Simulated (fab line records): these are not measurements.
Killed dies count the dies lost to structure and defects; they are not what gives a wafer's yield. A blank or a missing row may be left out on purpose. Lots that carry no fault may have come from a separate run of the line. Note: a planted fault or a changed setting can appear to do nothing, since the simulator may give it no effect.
fab line records | flow gf180mcu
record: lots: 24 wafers: 72 last_day: 34
route steps=602 shown VT_IMPLANT@132 HV_LDD@199 CONTACT@301 M1@318
lots untouched by any fault: they come from a run of this same line in which no faults occurred
start_h: the number of hours between the record's first day and the start of the first shown wafer of the lot | wait_h: how many hours have passed since the lot's step before this one | " as in the row above | L1.1+2: several wafers, shown together as one row | - no value, or no start given | * or withheld: withheld | < > ~ a bound
route shown NAME@n: a module of which the file shows steps, and the number in the route of the first | usual: mean and standard deviation over wafers with no fault | same: alike in all rows | chamber/n: place in a boat | sites: per-site readings | _std_site: standard deviation across them | _edge_site: outer sites' mean less inner sites' | radius_mm: how far each site lies from the wafer's centre | mask NAME#n: copy n | behind: tool/chamber where the wafer was last shaped | hold: what put the lot on hold/how long, in hours/how the hold closed | device: the n, p or np transistor that did not switch | end of line: tests run on the same wafers once the route is complete | a step without rows: its recipe alone | killed: dies lost to structure and defects at the first sort, not the wafer's yield | map: a wafer's dies, marking killed ones x, the rest . and places with no die _
set.NAME: the setting as run; set.NAME@STEP: as run at that earlier step | model.NAME: the simulator's own value behind a step, which no gauge read
one table for each step of the route and one row for each wafer, over a sample of lots
services: a tool's chamber out of use, with start hour (start_h, from the record's first day; less than 0 if before it), hours out, and reason
== steps ==
step: GF_VT_IMPLANT_STRIP_42
recipe: chemistry: O2/N2 power_w: 1400 pressure_mtorr: 1500 platen_temp_c: 250 o2_flow_sccm: 3000 n2_flow_sccm: 300 overash_fraction: 0.5
usual: drypump_motor_current_A: 5.7/0.45 heater_power_w: 345/37 oes_product_au: 0.716/0.0045 strip_time_to_endpoint_s: 12.63/0.037
same: overash_fraction: 0.5
columns lot.wafer tool chamber start_h wait_h drypump_motor_current_A heater_power_w oes_product_au rf_hours_counter_h strip_time_to_endpoint_s
L074.3 plasma_asher-04 1 158.69 0.1 5.1 323 0.714 - 12.65
L074.5 " 1 " " 5.2 321 0.722 - 12.67
L074.6 " 0 " " 5.8 279 0.716 - 12.62
L075.2 plasma_asher-03 1 165.01 0.1 6.3 399 0.715 52 12.58
L075.3 " 1 " " 6.3 394 0.713 - 12.55
L075.5 " 1 " " 6.3 403 0.717 - 12.56
L076.4 plasma_asher-03 1 174.21 0.1 6.2 404 0.714 - 12.67
L076.5 " 0 " " 5.8 329 0.723 - 12.59
L076.6 " 1 " " 6.3 400 0.710 - 12.61
L077.3 plasma_asher-03 1 178.41 0.1 6.2 398 0.719 - 12.63
L077.5 " 0 " " 5.8 334 0.725 - 12.62
L077.6 " 1 " " 6.2 399 0.713 - 12.62
L078.1 plasma_asher-04 1 186.34 0.1 5.2 312 0.713 40 12.62
L078.5 " 1 " " 5.2 319 0.702 - 12.61
L078.6 " 0 " " 5.8 297 0.716 - 12.63
L079.2 plasma_asher-02 1 192.73 0.1 6.0 346 0.721 55 12.61
L079.3 " 1 " " 6.0 344 0.717 - 12.66
L079.4 " 0 " " 4.9 354 0.713 - 12.62
L080.1 plasma_asher-04 0 198.84 0.1 5.8 288 0.715 41 12.60
L080.2 " 1 " " 5.2 317 0.722 41 12.61
L080.3 " 0 " " 5.8 283 0.714 - 12.65
L081.2 plasma_asher-03 0 205.49 0.1 5.8 333 0.711 56 12.59
L081.4 " 1 " " 6.3 391 0.719 - 12.59
L081.6 " 1 " " 6.3 388 0.720 - 12.54
L082.3 plasma_asher-04 0 213.26 0.1 5.8 280 0.711 - 12.60
L082.4 " 1 " " 5.2 311 0.716 - 12.65
L082.5 " 0 " " 5.8 283 0.719 - 12.61
L083.1 plasma_asher-04 1 220.32 0.1 5.2 319 0.712 43 12.69
L083.4 " 0 " " 5.8 286 0.718 - 12.69
L083.6 " 0 " " 5.8 281 0.710 - 12.64
L084.1 plasma_asher-02 0 228.61 0.1 4.9 360 0.721 58 12.62
L084.2 " 1 " " 6.0 348 0.716 58 12.62
L084.4 " 0 " " 4.9 355 0.710 - 12.61
L085.2 plasma_asher-03 0 233.68 0.1 5.8 330 0.712 58 12.62
L085.3 " 1 " " 6.3 400 0.710 - 12.62
L085.5 " 0 " " 5.8 347 0.725 - 12.66
L086.1 plasma_asher-03 1 239.49 0.1 6.2 391 0.716 59 12.62
L086.2 " 0 " " 5.7 332 0.710 59 12.60
L086.6 " 1 " " 6.2 402 0.718 - 12.63
L087.1 plasma_asher-02 0 244.62 0.1 4.9 358 0.711 60 12.56
L087.3 " 0 " " 4.9 361 0.719 - 12.57
L087.4 " 1 " " 6.0 339 0.715 - 12.62
L088.2 plasma_asher-04 1 252.94 0.1 5.2 316 0.718 47 12.60
L088.3 " 0 " " 5.8 286 0.720 - 12.62
L088.5 " 1 " " 5.2 327 0.712 - 12.62
L089.3 plasma_asher-03 0 259.47 0.1 5.8 347 0.710 - 12.67
L089.4 " 1 " " 6.2 401 0.712 - 12.66
L089.6 " 0 " " 5.7 341 0.712 - 12.67
L090.3 plasma_asher-03 1 265.82 0.1 6.2 393 0.724 - 12.57
L090.4 " 0 " " 5.8 342 0.719 - 12.61
L090.5 " 0 " " 5.8 335 0.708 - 12.65
L091.2 plasma_asher-03 1 272.39 0.1 6.2 393 0.714 62 12.65
L091.3 " 0 " " 5.7 333 0.710 - 12.65
L091.6 " 0 " " 5.7 349 0.719 - 12.66
L092.2 plasma_asher-03 1 281.12 0.1 6.2 384 0.709 63 12.62
L092.3 " 1 " " 6.2 397 0.714 - 12.59
L092.5 " 0 " " 5.7 337 0.714 - 12.58
L093.1 plasma_asher-03 0 287.11 0.1 5.8 341 0.712 63 12.65
L093.5 " 0 " " 5.8 332 0.715 - 12.70
L093.6 " 1 " " 6.2 403 0.710 - 12.68
L094.1 plasma_asher-04 0 293.82 0.1 5.8 276 0.715 51 12.65
L094.3 " 0 " " 5.8 286 0.713 - 12.65
L094.5 " 1 " " 5.2 326 0.721 - 12.70
L095.1 plasma_asher-02 0 300.69 0.1 4.9 354 0.717 66 12.70
L095.4 " 1 " " 6.0 349 0.717 - 12.69
L095.5 " 0 " " 4.9 360 0.722 - 12.69
L096.1 plasma_asher-02 0 307.79 0.1 4.9 371 0.720 67 12.61
L096.3 " 0 " " 4.9 360 0.724 - 12.59
L096.5 " 0 " " 4.9 361 0.712 - 12.65
L097.3 plasma_asher-02 1 312.09 0.1 6.0 341 0.716 - 12.65
L097.5 " 0 " " 4.9 355 0.720 - 12.63
L097.6 " 1 " " 6.0 338 0.714 - 12.66
step: GF_HV_LDD_TW_MEAS_23
usual: HV_LDD_2_TW: 1051/9.9
columns lot.wafer tool chamber start_h wait_h HV_LDD_2_TW
L074.3 film_metro-04 - 237.07 0.1 1041
L074.5 " - " " 1039
L074.6 " - " " 1032
L075.2 film_metro-03 - 242.45 0.1 1038
L075.3 " - " " 1039
L075.5 " - " " 1040
L076.4 film_metro-02 - 254.11 0.1 1060
L076.5 " - " " 1058
L076.6 " - " " 1063
L077.3 film_metro-03 - 257.90 0.1 1045
L077.5 " - " " 1043
L077.6 " - " " 1037
L078.1 film_metro-02 - 266.78 0.1 1064
L078.5 " - " " 1058
L078.6 " - " " 1053
L079.2 film_metro-03 - 274.90 0.1 1051
L079.3 " - " " 1044
L079.4 " - " " 1045
L080.1 film_metro-04 - 282.78 0.1 1045
L080.2 " - " " 1040
L080.3 " - " " 1041
L081.2 film_metro-04 - 290.19 0.1 1050
L081.4 " - " " 1050
L081.6 " - " " 1048
L082.3 film_metro-03 - 299.25 0.1 1046
L082.4 " - " " 1043
L082.5 " - " " 1045
L083.1 film_metro-02 - 305.38 0.1 1059
L083.4 " - " " 1057
L083.6 " - " " 1056
L084.1 film_metro-04 - 316.29 0.1 1045
L084.2 " - " " 1046
L084.4 " - " " 1044
L085.2 film_metro-03 - 319.54 0.1 1038
L085.3 " - " " 1042
L085.5 " - " " 1045
L086.1 film_metro-02 - 327.23 0.1 1057
L086.2 " - " " 1060
L086.6 " - " " 1062
L087.1 film_metro-04 - 334.33 0.1 1037
L087.3 " - " " 1043
L087.4 " - " " 1035
L088.2 film_metro-04 - 342.49 0.1 1054
L088.3 " - " " 1054
L088.5 " - " " 1050
L089.3 film_metro-02 - 349.89 0.1 1064
L089.4 " - " " 1069
L089.6 " - " " 1062
L090.3 film_metro-02 - 355.86 0.1 1062
L090.4 " - " " 1064
L090.5 " - " " 1069
L091.2 film_metro-04 - 363.69 0.1 1048
L091.3 " - " " 1044
L091.6 " - " " 1049
L092.2 film_metro-04 - 373.88 0.1 1037
L092.3 " - " " 1045
L092.5 " - " " 1042
L093.1 film_metro-02 - 379.67 0.1 1065
L093.5 " - " " 1068
L093.6 " - " " 1063
L094.1 film_metro-02 - 387.88 0.1 1064
L094.3 " - " " 1059
L094.5 " - " " 1068
L095.1 film_metro-03 - 394.87 0.1 1041
L095.4 " - " " 1039
L095.5 " - " " 1037
L096.1 film_metro-04 - 404.42 0.1 1046
L096.3 " - " " 1051
L096.5 " - " " 1053
L097.3 film_metro-02 - 410.00 0.1 1059
L097.5 " - " " 1058
L097.6 " - " " 1065
step: GF_CONTACT_CD_MEAS_14
recipe: target_cd_nm: 220
usual: cd_nm: 219.7/1.6
columns lot.wafer tool chamber start_h wait_h cd_nm
L074.3 cd_sem-02 - 367.31 0.1 218.6
L074.5 " - " " 219.8
L074.6 " - " " 218.4
L075.2 cd_sem-01 - 370.54 0.1 220.1
L075.3 " - " " 218.0
L075.5 " - " " 220.1
L076.4 cd_sem-02 - 385.30 0.1 219.5
L076.5 " - " " 220.2
L076.6 " - " " 220.3
L077.3 cd_sem-01 - 390.26 0.1 217.7
L077.5 " - " " 217.0
L077.6 " - " " 219.0
L078.1 cd_sem-01 - 399.87 0.1 217.8
L078.5 " - " " 218.6
L078.6 " - " " 217.3
L079.2 cd_sem-01 - 410.69 0.1 219.7
L079.3 " - " " 221.0
L079.4 " - " " 222.2
L080.1 cd_sem-01 - 418.92 0.1 217.3
L080.2 " - " " 217.4
L080.3 " - " " 217.2
L081.2 cd_sem-02 - 429.14 0.1 220.5
L081.4 " - " " 220.9
L081.6 " - " " 219.3
L082.3 cd_sem-02 - 438.71 0.1 224.8
L082.4 " - " " 223.4
L082.5 " - " " 223.9
L083.1 cd_sem-01 - 444.22 0.1 220.1
L083.4 " - " " 221.0
L083.6 " - " " 219.4
L084.1 cd_sem-01 - 458.47 0.1 219.9
L084.2 " - " " 221.8
L084.4 " - " " 220.8
L085.2 cd_sem-02 - 462.99 0.1 219.2
L085.3 " - " " 220.3
L085.5 " - " " 218.5
L086.1 cd_sem-01 - 473.37 0.1 218.3
L086.2 " - " " 219.2
L086.6 " - " " 219.6
L087.1 cd_sem-01 - 480.12 0.1 217.1
L087.3 " - " " 219.8
L087.4 " - " " 219.5
L088.2 cd_sem-01 - 488.14 0.1 219.6
L088.3 " - " " 220.5
L088.5 " - " " 220.8
L089.3 cd_sem-02 - 498.71 0.1 218.8
L089.4 " - " " 219.6
L089.6 " - " " 218.3
L090.3 cd_sem-01 - 504.56 0.1 218.4
L090.4 " - " " 217.9
L090.5 " - " " 218.8
L091.2 cd_sem-01 - 511.39 0.1 219.6
L091.3 " - " " 220.0
L091.6 " - " " 218.1
L092.2 cd_sem-01 - 522.61 0.2 221.0
L092.3 " - " " 219.0
L092.5 " - " " 219.3
L093.1 cd_sem-01 - 528.23 0.1 219.8
L093.5 " - " " 219.1
L093.6 " - " " 218.1
L094.1 cd_sem-01 - 537.37 0.1 222.4
L094.3 " - " " 223.8
L094.5 " - " " 223.6
L095.1 cd_sem-01 - 543.72 0.1 218.0
L095.4 " - " " 218.1
L095.5 " - " " 217.6
L096.1 cd_sem-01 - 553.87 0.1 220.1
L096.3 " - " " 220.6
L096.5 " - " " 220.9
L097.3 cd_sem-01 - 559.41 0.1 219.7
L097.5 " - " " 219.9
L097.6 " - " " 219.2
step: GF_CONTACT_SPUTTER_23
recipe: material: TiN target_thk_nm: 10 chamber_pressure_pa: 5 power_w: 4000 time_s: 40
usual: cathode_dc_power_W: 4000.0/0.82 throttle_valve_pct: 29.7/1.3
columns lot.wafer tool chamber start_h wait_h cathode_dc_power_W throttle_valve_pct
L074.3 pvd_sputter-03 - 367.95 0.0 3998.7 28.8
L074.5 " - " " 3999.4 29.1
L074.6 " - " " 4000.0 29.2
L075.2 pvd_sputter-04 - 371.20 0.0 3999.6 28.6
L075.3 " - " " 3998.6 31.3
L075.5 " - " " 4000.3 29.8
L076.4 pvd_sputter-01 - 385.93 0.0 3999.4 30.3
L076.5 " - " " 4000.3 29.9
L076.6 " - " " 3999.9 27.9
L077.3 pvd_sputter-01 - 390.90 0.0 4000.4 27.7
L077.5 " - " " 3999.9 27.9
L077.6 " - " " 4000.0 29.9
L078.1 pvd_sputter-03 - 400.55 0.0 4001.1 32.5
L078.5 " - " " 3999.6 30.6
L078.6 " - " " 3999.5 32.4
L079.2 pvd_sputter-01 - 411.35 0.0 4000.7 30.3
L079.3 " - " " 3999.9 27.8
L079.4 " - " " 3999.7 29.6
L080.1 pvd_sputter-03 - 419.60 0.0 3998.3 30.6
L080.2 " - " " 4001.1 29.1
L080.3 " - " " 3999.8 32.5
L081.2 pvd_sputter-04 - 429.79 0.0 4000.1 29.6
L081.4 " - " " 4000.7 29.3
L081.6 " - " " 3999.6 28.3
L082.3 pvd_sputter-03 - 439.34 0.0 4001.0 32.6
L082.4 " - " " 3999.8 29.1
L082.5 " - " " 3999.9 30.8
L083.1 pvd_sputter-04 - 444.90 0.0 3999.1 29.1
L083.4 " - " " 4000.5 31.5
L083.6 " - " " 3999.3 29.3
L084.1 pvd_sputter-03 - 459.15 0.0 3998.8 28.9
L084.2 " - " " 4002.2 32.5
L084.4 " - " " 4001.5 29.0
L085.2 pvd_sputter-03 - 463.66 0.0 4000.4 32.7
L085.3 " - " " 3999.1 30.2
L085.5 " - " " 3999.4 32.7
L086.1 pvd_sputter-03 - 474.04 0.0 3998.9 28.9
L086.2 " - " " 4000.0 30.3
L086.6 " - " " 4000.6 29.1
L087.1 pvd_sputter-01 - 480.92 0.0 4001.2 27.8
L087.3 " - " " 4000.1 29.6
L087.4 " - " " 3998.9 30.2
L088.2 pvd_sputter-01 - 488.93 0.0 4000.9 27.9
L088.3 " - " " 3999.5 29.9
L088.5 " - " " 3999.8 30.4
L089.3 pvd_sputter-03 - 499.45 0.0 3999.6 28.7
L089.4 " - " " 3999.7 30.9
L089.6 " - " " 4000.3 30.2
L090.3 pvd_sputter-01 - 505.31 0.0 4000.7 29.8
L090.4 " - " " 4000.4 29.7
L090.5 " - " " 4000.4 27.7
L091.2 pvd_sputter-03 - 512.15 0.0 3999.3 28.6
L091.3 " - " " 3999.5 33.0
L091.6 " - " " 4000.0 32.7
L092.2 pvd_sputter-04 - 523.36 0.0 3999.6 29.4
L092.3 " - " " 4000.0 29.2
L092.5 " - " " 3999.2 28.4
L093.1 pvd_sputter-01 - 528.91 0.0 3999.9 30.3
L093.5 " - " " 4000.7 29.7
L093.6 " - " " 4001.3 29.9
L094.1 pvd_sputter-01 - 538.15 0.0 4001.1 29.6
L094.3 " - " " 3999.0 29.6
L094.5 " - " " 3999.8 30.2
L095.1 pvd_sputter-01 - 544.49 0.0 4000.9 29.7
L095.4 " - " " 3999.9 29.7
L095.5 " - " " 4001.0 30.2
L096.1 pvd_sputter-01 - 554.64 0.0 3999.6 30.0
L096.3 " - " " 3998.9 27.7
L096.5 " - " " 3998.8 28.2
L097.3 pvd_sputter-01 - 560.05 0.0 4000.9 29.5
L097.5 " - " " 3999.7 30.2
L097.6 " - " " 4000.3 27.7
step: GF_M1_SPUTTER_03
recipe: material: Ti target_thk_nm: 10 substrate_temp_c: 300 chamber_pressure_pa: 0.3 power_w: 3000 time_s: 6.7
usual: cathode_dc_power_W: 3000.0/0.53 throttle_valve_pct: 29.9/0.93
columns lot.wafer tool chamber start_h wait_h cathode_dc_power_W throttle_valve_pct
L074.3 pvd_sputter-04 - 368.73 0.0 2999.7 29.2
L074.5 " - " " 2998.8 31.2
L074.6 " - " " 3000.1 28.3
L075.2 pvd_sputter-01 - 371.98 0.0 3000.0 30.0
L075.3 " - " " 3000.9 27.7
L075.5 " - " " 3000.1 29.7
L076.4 pvd_sputter-02 - 386.71 0.0 2999.7 30.8
L076.5 " - " " 2999.4 30.1
L076.6 " - " " 2998.4 30.3
L077.3 pvd_sputter-02 - 391.68 0.0 3000.1 30.9
L077.5 " - " " 2999.5 30.0
L077.6 " - " " 3000.5 30.8
L078.1 pvd_sputter-04 - 401.33 0.0 3000.4 31.4
L078.5 " - " " 2999.7 28.9
L078.6 " - " " 2999.5 29.5
L079.2 pvd_sputter-04 - 412.12 0.0 2999.9 29.4
L079.3 " - " " 2999.1 28.4
L079.4 " - " " 3000.4 29.2
L080.1 pvd_sputter-04 - 420.37 0.0 3000.3 29.6
L080.2 " - " " 3000.0 28.0
L080.3 " - " " 3000.2 31.2
L081.2 pvd_sputter-02 - 430.57 0.0 3000.2 30.5
L081.4 " - " " 2999.4 30.2
L081.6 " - " " 2999.5 29.8
L082.3 pvd_sputter-02 - 440.37 0.0 2999.6 29.9
L082.4 " - " " 2999.3 31.3
L082.5 " - " " 3000.6 30.4
L083.1 pvd_sputter-01 - 445.68 0.0 2999.5 29.9
L083.4 " - " " 2999.4 27.9
L083.6 " - " " 2999.5 29.6
L084.1 pvd_sputter-02 - 459.93 0.0 3000.9 30.9
L084.2 " - " " 3000.8 29.7
L084.4 " - " " 2999.5 30.5
L085.2 pvd_sputter-01 - 464.77 0.0 2999.9 30.5
L085.3 " - " " 2999.3 27.6
L085.5 " - " " 3001.4 29.3
L086.1 pvd_sputter-01 - 474.82 0.0 2999.2 29.9
L086.2 " - " " 2999.9 28.0
L086.6 " - " " 2999.7 28.1
L087.1 pvd_sputter-02 - 481.70 0.0 2999.6 30.3
L087.3 " - " " 3000.1 29.8
L087.4 " - " " 2999.5 31.2
L088.2 pvd_sputter-02 - 489.71 0.0 2999.4 30.1
L088.3 " - " " 2999.8 29.7
L088.5 " - " " 3000.5 30.0
L089.3 pvd_sputter-02 - 500.23 0.0 3000.5 29.9
L089.4 " - " " 3000.0 30.4
L089.6 " - " " 2999.6 30.6
L090.3 pvd_sputter-04 - 506.09 0.0 2999.7 29.4
L090.4 " - " " 3000.1 31.3
L090.5 " - " " 3000.1 31.2
L091.2 pvd_sputter-01 - 512.93 0.0 3000.1 30.0
L091.3 " - " " 3000.3 27.6
L091.6 " - " " 3000.1 29.6
L092.2 pvd_sputter-01 - 524.14 0.0 3000.1 27.9
L092.3 " - " " 3000.8 30.6
L092.5 " - " " 2999.1 29.8
L093.1 pvd_sputter-02 - 529.69 0.0 3000.0 29.7
L093.5 " - " " 3000.1 31.3
L093.6 " - " " 2999.4 30.3
L094.1 pvd_sputter-04 - 538.93 0.0 2999.4 31.4
L094.3 " - " " 3000.6 29.4
L094.5 " - " " 3000.8 29.0
L095.1 pvd_sputter-02 - 545.33 0.0 3000.8 30.6
L095.4 " - " " 2999.9 31.1
L095.5 " - " " 3000.9 30.1
L096.1 pvd_sputter-02 - 555.42 0.0 2999.9 30.1
L096.3 " - " " 3000.2 30.4
L096.5 " - " " 3000.0 30.5
L097.3 pvd_sputter-04 - 560.83 0.0 2999.7 29.2
L097.5 " - " " 2999.9 29.3
L097.6 " - " " 3000.3 28.9
step: GF_M1_STRIP_17
recipe: chemistry: O2/N2 power_w: 1400 pressure_mtorr: 1500 platen_temp_c: 250 o2_flow_sccm: 3000 n2_flow_sccm: 300 overash_fraction: 0.5
usual: drypump_motor_current_A: 5.6/0.46 heater_power_w: 330/31 oes_product_au: 0.556/0.0046 strip_time_to_endpoint_s: 7.83/0.042
same: overash_fraction: 0.5
columns lot.wafer tool chamber start_h wait_h drypump_motor_current_A heater_power_w oes_product_au rf_hours_counter_h strip_time_to_endpoint_s
L074.3 plasma_asher-03 1 391.64 0.1 6.2 399 0.561 - 7.79
L074.5 " 1 " " 6.2 390 0.561 - 7.79
L074.6 " 0 " " 5.8 334 0.553 - 7.75
L075.2 plasma_asher-02 0 394.67 0.1 4.9 352 0.555 76 7.87
L075.3 " 0 " " 4.9 362 0.553 - 7.89
L075.5 " 1 " " 6.0 344 0.558 - 7.89
L076.4 plasma_asher-04 1 410.44 0.1 5.2 318 0.557 - 7.85
L076.5 " 0 " " 5.8 288 0.556 - 7.82
L076.6 " 1 " " 5.1 331 0.553 - 7.84
L077.3 plasma_asher-02 0 414.80 0.1 4.9 359 0.552 - 7.80
L077.5 " 0 " " 4.9 355 0.557 - 7.78
L077.6 " 1 " " 6.0 348 0.557 - 7.75
L078.1 plasma_asher-02 0 425.35 0.1 4.9 354 0.556 79 7.80
L078.5 " 1 " " 6.0 346 0.560 - 7.83
L078.6 " 0 " " 4.9 360 0.563 - 7.82
L079.2 plasma_asher-02 0 436.94 0.1 4.9 356 0.556 80 7.82
L079.3 " 1 " " 6.0 343 0.559 - 7.82
L079.4 " 0 " " 4.9 361 0.550 - 7.83
L080.1 plasma_asher-02 1 444.77 0.1 6.0 344 0.555 81 7.88
L080.2 " 0 " " 4.9 357 0.563 81 7.84
L080.3 " 1 " " 6.0 340 0.555 - 7.84
L081.2 plasma_asher-04 1 455.64 0.1 5.2 314 0.555 68 7.76
L081.4 " 1 " " 5.1 316 0.553 - 7.79
L081.6 " 0 " " 5.8 279 0.555 - 7.77
L082.3 plasma_asher-03 1 465.32 0.1 6.2 381 0.564 - 7.86
L082.4 " 0 " " 5.8 347 0.560 - 7.92
L082.5 " 1 " " 6.2 360 0.562 - 7.91
L083.1 plasma_asher-02 1 470.14 0.1 6.0 342 0.555 84 7.84
L083.4 " 1 " " 6.0 344 0.560 - 7.86
L083.6 " 0 " " 4.9 367 0.558 - 7.89
L084.1 plasma_asher-04 1 484.64 0.1 5.2 329 0.561 70 7.80
L084.2 " 0 " " 5.8 284 0.553 70 7.82
L084.4 " 0 " " 5.8 273 0.550 - 7.84
L085.2 plasma_asher-03 0 489.35 0.1 5.7 351 0.556 6 7.78
L085.3 " 1 " " 6.2 371 0.551 - 7.77
L085.5 " 1 " " 6.2 369 0.555 - 7.81
L086.1 plasma_asher-02 1 499.39 0.1 6.0 333 0.557 88 7.76
L086.2 " 0 " " 4.9 352 0.555 88 7.79
L086.6 " 1 " " 6.0 343 0.563 - 7.80
L087.1 plasma_asher-04 1 505.52 0.1 5.2 313 0.550 73 7.79
L087.3 " 1 " " 5.1 322 0.552 - 7.86
L087.4 " 0 " " 5.8 290 0.554 - 7.82
L088.2 plasma_asher-03 1 513.34 0.1 6.2 368 0.561 9 7.89
L088.3 " 1 " " 6.2 360 0.557 - 7.88
L088.5 " 0 " " 5.8 355 0.558 - 7.91
L089.3 plasma_asher-04 1 523.79 0.1 5.2 315 0.558 - 7.86
L089.4 " 0 " " 5.8 279 0.556 - 7.89
L089.6 " 0 " " 5.8 292 0.557 - 7.89
L090.3 plasma_asher-04 1 529.35 0.1 5.1 320 0.554 - 7.83
L090.4 " 0 " " 5.8 277 0.559 - 7.81
L090.5 " 1 " " 5.2 324 0.558 - 7.82
L091.2 plasma_asher-04 0 535.90 0.1 5.8 284 0.552 76 7.80
L091.3 " 0 " " 5.8 279 0.550 - 7.75
L091.6 " 1 " " 5.2 320 0.551 - 7.78
L092.2 plasma_asher-02 0 547.14 0.1 4.9 359 0.550 93 7.80
L092.3 " 0 " " 4.9 359 0.554 - 7.80
L092.5 " 1 " " 6.1 340 0.561 - 7.89
L093.1 plasma_asher-04 0 552.79 0.1 5.8 284 0.555 78 7.79
L093.5 " 0 " " 5.8 287 0.551 - 7.80
L093.6 " 1 " " 5.2 320 0.556 - 7.85
L094.1 plasma_asher-04 0 561.59 0.1 5.8 285 0.557 79 7.92
L094.3 " 0 " " 5.8 288 0.557 - 7.90
L094.5 " 1 " " 5.2 321 0.564 - 7.88
L095.1 plasma_asher-02 1 568.07 0.1 6.0 344 0.561 95 7.79
L095.4 " 0 " " 4.9 364 0.564 - 7.79
L095.5 " 0 " " 4.9 363 0.559 - 7.77
L096.1 plasma_asher-04 0 577.82 0.1 5.8 279 0.554 80 7.84
L096.3 " 1 " " 5.2 324 0.556 - 7.85
L096.5 " 1 " " 5.2 314 0.563 - 7.85
L097.3 plasma_asher-04 0 582.45 0.1 5.8 281 0.567 - 7.92
L097.5 " 1 " " 5.1 320 0.552 - 7.88
L097.6 " 0 " " 5.8 275 0.554 - 7.84
== services ==
columns tool chamber start_h hours kind
plasma_asher-02 - 193.42 1.2 repair
pvd_sputter-01 3 204.91 - consumable_replace:kit
pvd_sputter-01 3 204.91 18.0 scheduled_down
plasma_asher-03 - 255.20 3.5 repair
pvd_sputter-04 - 265.87 1.8 repair
pvd_sputter-03 - 337.51 24.3 repair
pvd_sputter-02 - 341.26 3.0 repair
pvd_sputter-02 - 365.32 8.3 repair
pvd_sputter-04 - 374.73 0.8 repair
pvd_sputter-03 - 382.63 9.5 repair
plasma_asher-03 - 416.97 0.5 repair
plasma_asher-03 - 421.25 9.0 pm
pvd_sputter-04 - 421.33 7.1 repair
pvd_sputter-02 - 461.60 0.9 repair
plasma_asher-04 - 462.43 13.5 repair
pvd_sputter-02 - 464.77 1.8 repair
pvd_sputter-01 - 497.20 2.4 repair
pvd_sputter-04 - 500.58 0.6 repair
pvd_sputter-03 - 517.52 0.5 repair
pvd_sputter-03 - 518.79 0.5 repair
pvd_sputter-03 - 524.00 1.7 repair
pvd_sputter-04 - 528.48 2.1 repair
pvd_sputter-03 - 535.88 3.1 repair
plasma_asher-04 - 567.34 0.7 repair
== key ==
fault none
